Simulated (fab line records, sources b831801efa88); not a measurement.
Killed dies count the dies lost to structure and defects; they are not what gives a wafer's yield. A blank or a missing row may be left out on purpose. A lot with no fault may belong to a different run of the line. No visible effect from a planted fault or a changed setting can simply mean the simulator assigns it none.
Which of the tools did it? | flow sky130 | 72 wafers from 24 lots sampled at 4 of the route's 708 steps

WHAT THE GAUGES SHOWED, per wafer
SKY_NWELL_RS_MEAS_31: the measuring method here is four-point-probe.
lot  | measured     | on            | PWDE_RS (ohm/sq)
L074 | day 5 07:17  | film metro-01 | 5284 5265 5274
L075 | day 5 11:50  | film metro-02 | 5276 5282 5304
L076 | day 5 18:33  | film metro-03 | 5281 5269 5270
L077 | day 6 00:57  | film metro-03 | 5263 5260 5252
L078 | day 6 05:37  | film metro-03 | 5291 5295 5262
L079 | day 6 11:47  | film metro-01 | 5277 5280 5280
L080 | day 6 16:38  | film metro-03 | 5285 5279 5291
L081 | day 6 21:40  | film metro-01 | 5249 5239 5260
L082 | day 7 02:56  | film metro-02 | 5275 5284 5272
L083 | day 7 04:29  | film metro-02 | 5286 5259 5270
L084 | day 7 07:29  | film metro-03 | 5234 5238 5234
L085 | day 7 12:39  | film metro-03 | 5288 5276 5286
L086 | day 7 16:14  | film metro-02 | 5310 5292 5290
L087 | day 7 20:24  | film metro-02 | 5233 5248 5254
L088 | day 7 23:16  | film metro-02 | 5258 5249 5268
L089 | day 8 03:22  | film metro-02 | 5249 5239 5233
L090 | day 8 06:25  | film metro-02 | 5243 5274 5283
L091 | day 8 09:18  | film metro-02 | 5274 5263 5277
L094 | day 14 06:34 | film metro-03 | 5277 5275 5263
L092 | day 14 06:55 | film metro-02 | 5284 5277 5268
L093 | day 14 07:16 | film metro-03 | 5297 5275 5280
L095 | day 14 07:37 | film metro-02 | 5267 5260 5258
L097 | day 14 08:06 | film metro-03 | 5262 5241 5253
L096 | day 14 08:34 | film metro-01 | 5280 5262 5255

SKY_SD_N_OVL_MEAS_08.
lot  | measured     | on         | SD_N_OVL (nm)
L074 | day 25 14:13 | overlay-02 | -2.0 -0.6 -1.7
L075 | day 25 14:29 | overlay-01 | -2.2 -2.1 -1.5
L076 | day 25 14:31 | overlay-02 | -0.6 -1.3 0.5
L077 | day 25 17:26 | overlay-02 | -2.1 -5.3 -2.4
L078 | day 26 08:01 | overlay-02 | -0.9 -2.0 -1.9
L079 | day 26 20:27 | overlay-02 | -2.1 -2.3 -4.4
L080 | day 26 17:57 | overlay-02 | -3.7 -0.8 -1.0
L081 | day 27 08:34 | overlay-02 | -3.2 -4.0 -3.2
L082 | day 27 17:59 | overlay-01 | -0.1 -2.2 -2.6
L083 | day 27 23:17 | overlay-01 | -2.1 -3.2 -1.5
L084 | day 27 21:33 | overlay-01 | 0.5 -1.3 0.6
L085 | day 28 06:46 | overlay-01 | -2.7 -0.4 -2.5
L086 | day 28 13:49 | overlay-01 | 0.4 -2.0 -2.0
L087 | day 28 21:55 | overlay-02 | -3.2 -0.8 -2.4
L088 | day 28 23:27 | overlay-02 | -1.8 -0.9 0.3
L089 | day 29 12:36 | overlay-02 | -3.5 -2.5 0.0
L090 | day 30 01:22 | overlay-01 | -1.3 -0.3 -0.7
L091 | day 30 07:28 | overlay-02 | 1.2 -1.9 -1.9
L094 | day 38 08:07 | overlay-01 | -2.9 -1.7 -1.7
L092 | day 38 12:13 | overlay-02 | -1.1 -2.0 -2.3
L093 | day 38 14:04 | overlay-01 | -1.5 -0.3 -1.4
L095 | day 38 14:34 | overlay-02 | -1.8 -3.6 -1.2
L097 | day 38 17:58 | overlay-02 | -1.0 -1.7 -2.0
L096 | day 38 15:50 | overlay-02 | -2.0 -1.6 -2.3

SKY_CONTACT_CD_MEAS_14: the cd target is 170 nm.
lot  | measured     | on        | cd nm (nm)
L074 | day 29 08:38 | cd sem-02 | 168.6 168.4 168.8
L075 | day 29 10:34 | cd sem-02 | 167.6 169.2 167.9
L076 | day 29 11:20 | cd sem-02 | 167.7 167.8 167.0
L077 | day 29 12:53 | cd sem-01 | 168.6 167.0 168.4
L078 | day 30 02:56 | cd sem-01 | 168.5 167.3 168.0
L079 | day 30 14:23 | cd sem-01 | 170.5 169.0 169.3
L080 | day 30 12:25 | cd sem-01 | 170.2 170.2 168.4
L081 | day 31 04:04 | cd sem-02 | 168.0 168.2 168.6
L082 | day 31 14:16 | cd sem-01 | 171.4 169.3 171.5
L083 | day 31 17:01 | cd sem-02 | 169.2 169.7 170.3
L084 | day 31 16:22 | cd sem-02 | 170.3 171.1 171.5
L085 | day 32 01:16 | cd sem-02 | 169.2 169.6 170.2
L086 | day 32 09:47 | cd sem-01 | 170.6 169.6 169.1
L087 | day 32 17:04 | cd sem-02 | 168.8 168.1 169.2
L088 | day 32 19:05 | cd sem-02 | 167.8 168.8 168.6
L089 | day 33 04:40 | cd sem-01 | 167.0 168.5 167.3
L090 | day 33 17:22 | cd sem-01 | 171.4 171.2 170.8
L091 | day 33 23:13 | cd sem-01 | 168.1 168.7 167.3
L094 | day 41 16:50 | cd sem-01 | 168.7 169.8 169.6
L092 | day 41 20:55 | cd sem-02 | 171.1 171.0 170.2
L093 | day 41 23:38 | cd sem-01 | 169.6 169.1 168.9
L095 | day 42 00:44 | cd sem-01 | 170.4 170.3 169.3
L097 | day 42 02:53 | cd sem-01 | 168.7 168.5 168.2
L096 | day 42 01:05 | cd sem-02 | 168.7 168.8 169.8

TOOL THAT RAN EACH LOT (tool first, then ch and the chambers of the sampled wafers, then the start)
lot  | SKY_LOCAL_INTERCONNECT_METAL_ETCH_14
L074 | rie metal-02 ch 0,1, day 28 03:38
L075 | rie metal-01 ch 0, day 28 05:02
L076 | rie metal-04 ch 1, day 28 06:01
L077 | rie metal-02 ch 0,1, day 28 07:12
L078 | rie metal-01 ch 0,1, day 28 21:44
L079 | rie metal-04 ch 0,1, day 29 08:44
L080 | rie metal-02 ch 0,1, day 29 06:11
L081 | rie metal-04 ch 0,1, day 29 21:38
L082 | rie metal-04 ch 0,1, day 30 06:57
L083 | rie metal-02 ch 1, day 30 10:32
L084 | rie metal-01 ch 0,1, day 30 09:23
L085 | rie metal-01 ch 0,1, day 30 19:08
L086 | rie metal-04 ch 0, day 31 03:32
L087 | rie metal-01 ch 0,1, day 31 10:48
L088 | rie metal-02 ch 0,1, day 31 13:47
L089 | rie metal-01 ch 0,1, day 32 01:00
L090 | rie metal-04 ch 0,1, day 32 14:54
L091 | rie metal-01 ch 0,1, day 32 20:11
L094 | rie metal-04 ch 0,1, day 40 14:35
L092 | rie metal-04 ch 0,1, day 40 18:14
L093 | rie metal-02 ch 0,1, day 40 20:38
L095 | rie metal-04 ch 0,1, day 40 21:17
L097 | rie metal-04 ch 0,1, day 41 00:16
L096 | rie metal-01 ch 0,1, day 40 22:14
- SKY_LOCAL_INTERCONNECT_METAL_ETCH_14: etches TiN in Cl2/BCl3, stops on PSG, target depth 110 nm, time 31.4 s.

WHAT THE TOOLS THEMSELVES READ (means of the sampled wafers that have a number; where no wafer has one, the mark that the record gives instead)
SKY_LOCAL_INTERCONNECT_METAL_ETCH_14.
lot  | tool         | drypump motor current A (A) | oes product au (a.u.) | rf fwd power W (W) | throttle valve pct (%)
L074 | rie metal-02 | 6.3                         | 0.941                 | 890                | 21.906
L075 | rie metal-01 | 5.7                         | 0.952                 | 882                | 21.893
L076 | rie metal-04 | 5.6                         | 0.942                 | 889                | 21.907
L077 | rie metal-02 | 6.3                         | 0.946                 | 887                | 21.890
L078 | rie metal-01 | 5.4                         | 0.944                 | 884                | 21.891
L079 | rie metal-04 | 6.1                         | 0.934                 | 885                | 21.908
L080 | rie metal-02 | 6.4                         | 0.945                 | 891                | 21.904
L081 | rie metal-04 | 6.2                         | 0.945                 | 885                | 21.896
L082 | rie metal-04 | 5.9                         | 0.935                 | 887                | 21.907
L083 | rie metal-02 | 6.1                         | 0.946                 | 891                | 21.892
L084 | rie metal-01 | 5.4                         | 0.944                 | 884                | 21.890
L085 | rie metal-01 | 5.4                         | 0.954                 | 888                | 21.893
L086 | rie metal-04 | 6.5                         | 0.940                 | 883                | 21.903
L087 | rie metal-01 | 5.6                         | 0.951                 | 888                | 21.888
L088 | rie metal-02 | 6.4                         | 0.942                 | 889                | 21.894
L089 | rie metal-01 | 5.4                         | 0.946                 | 885                | 21.885
L090 | rie metal-04 | 6.2                         | 0.945                 | 885                | 21.896
L091 | rie metal-01 | 5.4                         | 0.941                 | 890                | 21.908
L094 | rie metal-04 | 5.9                         | 0.931                 | 889                | 21.916
L092 | rie metal-04 | 5.9                         | 0.937                 | 884                | 21.902
L093 | rie metal-02 | 6.3                         | 0.949                 | 888                | 21.908
L095 | rie metal-04 | 6.1                         | 0.940                 | 886                | 21.900
L097 | rie metal-04 | 6.0                         | 0.944                 | 885                | 21.892
L096 | rie metal-01 | 5.6                         | 0.944                 | 886                | 21.903

THE ANSWER, worked out from the rows above alone
Rule: the lots themselves supply what counts as usual. The widest of any qualifying gaps counts: lots, ordered by their means at a reading, are off when they make up no more than a third of the lots, leave a main group of 4 or more, and stand apart from it by 3 or more times the standard deviation of that group's means. A main group is skipped when, at the precision printed for the reading in the tables above, its means are all equal. A lot without any number at a reading at which 4 lots or more have one is off too. The other lots that the step has rows for count as sound. Order of review: gauges by route order, followed by the tools' own readings, for which a lot's mean as printed above is used. At the first step where some lot is off, the reading lying furthest off is the one used; lots without a number count as furthest.
Nothing can be told from this: no lot is off at any reading shown.

WHAT THE SIMULATOR HAD INSERTED
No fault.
